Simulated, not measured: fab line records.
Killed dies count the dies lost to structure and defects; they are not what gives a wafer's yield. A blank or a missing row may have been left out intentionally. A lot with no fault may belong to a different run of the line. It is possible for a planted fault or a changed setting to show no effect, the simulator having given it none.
A lot that was struck, set against a sound lot -- flow sky130 -- 36 out of 708 route steps
Sound: these wafers, L887.3, L887.5, L887.6. Wafers struck: L897.2, L897.3, L897.5. Last of all comes the cause.
For every step that has rows: the tool of each side, followed by ch and its chambers, followed by its first start. Under that, the readings that differ: sound wafers -- struck wafers -- difference of the means -- sigmas: that difference in standard deviations of wafers without a fault.
alike: readings with means less than 2 such deviations apart, plus words and numbers identical on both sides. not compared: withheld readings, readings lacking a value on some wafer, bounds such as >300 that could conceal the same value, and numbers that have no deviation in the record and whose values overlap.
Wherever a step has rows on one side only, a row that says differs or no value, or a row with sigmas, the two part there. Numbers that have no deviation but don't overlap get no sigmas and don't part them. A reading that every wafer of one side lacks parts them only if that side has two wafers or more.

first, 9 steps without rows for these wafers: SKY_VT_ADJUST_NCORE_IMPLANT_09; SKY_VT_ADJUST_NCORE_STRIP_10 (strips in O2/N2); SKY_VT_ADJUST_HVTR_DEHYDRATE_00 (time 60 s); SKY_VT_ADJUST_HVTR_HMDS_01 (prime time 60 s); SKY_VT_ADJUST_HVTR_COAT_02 (resist thk 1140 nm); SKY_VT_ADJUST_HVTR_SOFTBAKE_03 (time 60 s); SKY_VT_ADJUST_HVTR_EXPOSE_04 (exposes mask HVTRM, target cd 380 nm); SKY_VT_ADJUST_HVTR_PEB_05; SKY_VT_ADJUST_HVTR_DEVELOP_06 (develop time 60 s).
SKY_VT_ADJUST_HVTR_IMPLANT_09:
  sound on implanter-04 ch 0, day 9 13:06; struck on implanter-04 ch 0, day 12 22:55
reading,sound,struck,difference,sigmas
implant-ion-amu,11 11 11,49 49 49,+38,
model.implant.rp-nm (nm),32.59 32.59 32.59,10.1 10.1 10.1,-22.5,
model.implant.drp-nm (nm),17.11 17.11 17.11,6.005 6.005 6.005,-11.105,
  alike: end-station-pressure-torr
then, 1 step without rows for these wafers: SKY_VT_ADJUST_HVTR_STRIP_10 (strips in O2/N2).
SKY_VT_ADJUST_HVTR_TW_MEAS_11:
  sound: film-metro-02 at day 9 13:19; struck: film-metro-01 at day 12 23:09
reading,sound,struck,difference,sigmas
VT_ADJUST_HVTR_TW,207.6 208.4 209.4,304.8 303.9 306.1,+96.5,+48
then, 21 steps without rows for these wafers: SKY_VT_ADJUST_PCH_DEHYDRATE_00 (time 60 s); SKY_VT_ADJUST_PCH_HMDS_01 (prime time 60 s); SKY_VT_ADJUST_PCH_COAT_02 (resist thk 3000 nm); SKY_VT_ADJUST_PCH_SOFTBAKE_03; SKY_VT_ADJUST_PCH_EXPOSE_04 (exposes mask NWM, target cd 840 nm); SKY_VT_ADJUST_PCH_PEB_05; SKY_VT_ADJUST_PCH_DEVELOP_06 (develop time 60 s); SKY_VT_ADJUST_PCH_IMPLANT_08; SKY_VT_ADJUST_PCH_STRIP_09 (strips in O2/N2); SKY_SONOS_TUNNEL_DEHYDRATE_00 (time 60 s); SKY_SONOS_TUNNEL_HMDS_01 (prime time 60 s); SKY_SONOS_TUNNEL_COAT_02 (resist thk 1140 nm); SKY_SONOS_TUNNEL_SOFTBAKE_03 (time 60 s); SKY_SONOS_TUNNEL_EXPOSE_04 (exposes mask TUNM, target cd 410 nm); SKY_SONOS_TUNNEL_PEB_05; SKY_SONOS_TUNNEL_DEVELOP_06 (develop time 58.7 s); SKY_SONOS_TUNNEL_IMPLANT_09; SKY_SONOS_TUNNEL_WET_ETCH_10 (etches SiO2 in dHF, target depth 14 nm, time 280 s); SKY_SONOS_TUNNEL_STRIP_11 (strips in SPM, time 600 s); SKY_SONOS_TUNNEL_CLEAN_13 (cleans in dHF, time 20 s); SKY_SONOS_ONO_OXIDATION_00 (stabilise 600 s, purge 300 s, target thk 2.6 nm).
SKY_POLY_GATE_DEVELOP_12: develop time 60 s.
  sound on litho-track-04 ch 0; struck on litho-track-01 ch 0
reading,sound,struck,difference,sigmas
model.POLY_GATE.cd-nm (nm),148 147.2 148.4,150.7 151.2 151.4,+3.2,
-- the record jumps here: 8 days lie between the struck wafers' starts before and after --
SKY_POLY_GATE_ETCH_17: etches poly-Si in HBr/Cl2, stops on SiO2, target depth 180 nm, time 70.5 s.
  sound on rie-si-02 ch 0,2,3, day 16 07:03; struck on rie-si-02 ch 0,1,2, day 20 16:00
  alike: chamber-pressure-mTorr, drypump-motor-current-A, oes-product-au, throttle-valve-pct
  not compared: rf-hours-counter-h, model.POLY_GATE.cd-nm
-- record jumps: 28 days separate the struck wafers' starts on either side; left off in module POLY_GATE, taken up again in module PAD_OPEN, whose first shown step is the route's number 708 --
SKY_PAD_OPEN_PROBE_99:
  sound: prober-02 at day 45 19:39; struck: prober-01 at day 48 16:37
reading,sound,struck,difference,sigmas
model.etest.pfet_01v8.r-on-ohm-um,2888 2925 2933,3015 2954 2963,+62,
model.etest.pfet_01v8_mvt.drive-ua-um,152.8 152.2 151.1,126 128.1 125.9,-25,
model.etest.nfet_01v8.r-on-ohm-um,839.4 838.6 838.4,874 853.2 841.2,+17,
  alike: killed_at_M0_to_M3, killed_at_M4_up, killed-at-contacts, killed-at-front-end, killed-at-other, killed-dies, killed-open, killed-short
  not compared: model.etest.res-poly.line-ohm-um, model.etest.sonos-uncharged.r-on-ohm-um, model.etest.nfet_01v8_lvt.drive-ua-um, model.etest.nfet_01v8.drive-ua-um, model.etest.nfet_01v8_swapped.drive-ua-um

== WHERE THEY PART ==
SKY_VT_ADJUST_HVTR_TW_MEAS_11 only, going by this record. Later steps at which nothing parts them and some readings are alike: SKY_POLY_GATE_ETCH_17, SKY_PAD_OPEN_PROBE_99.

WHY: whatever the simulator had introduced
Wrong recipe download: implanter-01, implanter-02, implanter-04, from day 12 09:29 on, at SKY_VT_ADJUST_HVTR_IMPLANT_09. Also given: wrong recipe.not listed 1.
